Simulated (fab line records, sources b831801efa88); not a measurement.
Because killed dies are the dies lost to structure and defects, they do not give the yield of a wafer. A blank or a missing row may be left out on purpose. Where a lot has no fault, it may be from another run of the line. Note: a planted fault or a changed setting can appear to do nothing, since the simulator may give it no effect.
Which tool was responsible? :: flow sky130 :: 11 lots, 31 wafers sampled, at 2 steps of a route of 708

## WHAT EACH GAUGE READ, for each wafer
SKY_CONTACT_OVL_MEAS_15.
lot: L868
measured: day 31 03:21
on: overlay-02
CONTACT_OVL (nm): 6 -1 1

lot: L869
measured: day 31 21:54
on: overlay-02
CONTACT_OVL (nm): -7 3 -11

lot: L870
measured: day 32 14:20
on: overlay-01
CONTACT_OVL (nm): -12 8 5

lot: L879
measured: day 35 08:32
on: overlay-02
CONTACT_OVL (nm): 5 3

lot: L881
measured: day 35 21:54
on: overlay-01
CONTACT_OVL (nm): -2 1

lot: L882
measured: day 35 23:42
on: overlay-01
CONTACT_OVL (nm): -1 5 -4

lot: L885
measured: day 37 07:41
on: overlay-02
CONTACT_OVL (nm): -5 -5 1

lot: L887
measured: day 38 11:20
on: overlay-02
CONTACT_OVL (nm): -2 4 2

lot: L888
measured: day 38 12:09
on: overlay-02
CONTACT_OVL (nm): 11 -1 3

lot: L889
measured: day 38 14:24
on: overlay-02
CONTACT_OVL (nm): -7 4 -9

lot: L891
measured: day 39 03:18
on: overlay-02
CONTACT_OVL (nm): 2 5 0

## TOOL THAT RAN EACH LOT (tool first, then ch and the chambers of the sampled wafers, then the start)
lot: L868
SKY_LOCAL_INTERCONNECT_ETCH_13: rie-metal-04 ch 0,1, day 29 22:41

lot: L869
SKY_LOCAL_INTERCONNECT_ETCH_13: rie-metal-01 ch 0,1, day 30 16:01

lot: L870
SKY_LOCAL_INTERCONNECT_ETCH_13: rie-metal-01 ch 0,1, day 31 09:16

lot: L879
SKY_LOCAL_INTERCONNECT_ETCH_13: rie-metal-04 ch 0,1, day 34 05:10

lot: L881
SKY_LOCAL_INTERCONNECT_ETCH_13: rie-metal-02 ch 1, day 34 18:23

lot: L882
SKY_LOCAL_INTERCONNECT_ETCH_13: rie-metal-02 ch 0,1, day 34 20:14

lot: L885
SKY_LOCAL_INTERCONNECT_ETCH_13: rie-metal-01 ch 0,1, day 36 04:19

lot: L887
SKY_LOCAL_INTERCONNECT_ETCH_13: rie-metal-04 ch 0,1, day 37 08:26

lot: L888
SKY_LOCAL_INTERCONNECT_ETCH_13: rie-metal-02 ch 1, day 37 08:52

lot: L889
SKY_LOCAL_INTERCONNECT_ETCH_13: rie-metal-04 ch 0,1, day 37 12:08

lot: L891
SKY_LOCAL_INTERCONNECT_ETCH_13: rie-metal-01 ch 0, day 38 01:20
- SKY_LOCAL_INTERCONNECT_ETCH_13: etches BARC in N2/H2, stops on SiO2, time 45.9 s, target depth 60 nm.

## THE ANSWER, worked out from the rows above alone
Rule: what is usual is taken from the lots themselves. The widest of any qualifying gaps counts: lots, ordered by their means at a reading, are off when they make up no more than a third of the lots, leave a main group of 4 or more, and stand apart from it by 3 or more times the standard deviation of that group's means. A main group is skipped when, at the precision printed for the reading in the tables above, its means are all equal. A lot without any number at a reading at which 4 lots or more have one is off too. The other lots that the step has rows for count as sound.
Across all readings shown, no lot is off: no conclusion can be drawn from this.

## WHAT THE SIMULATOR HAD INSERTED
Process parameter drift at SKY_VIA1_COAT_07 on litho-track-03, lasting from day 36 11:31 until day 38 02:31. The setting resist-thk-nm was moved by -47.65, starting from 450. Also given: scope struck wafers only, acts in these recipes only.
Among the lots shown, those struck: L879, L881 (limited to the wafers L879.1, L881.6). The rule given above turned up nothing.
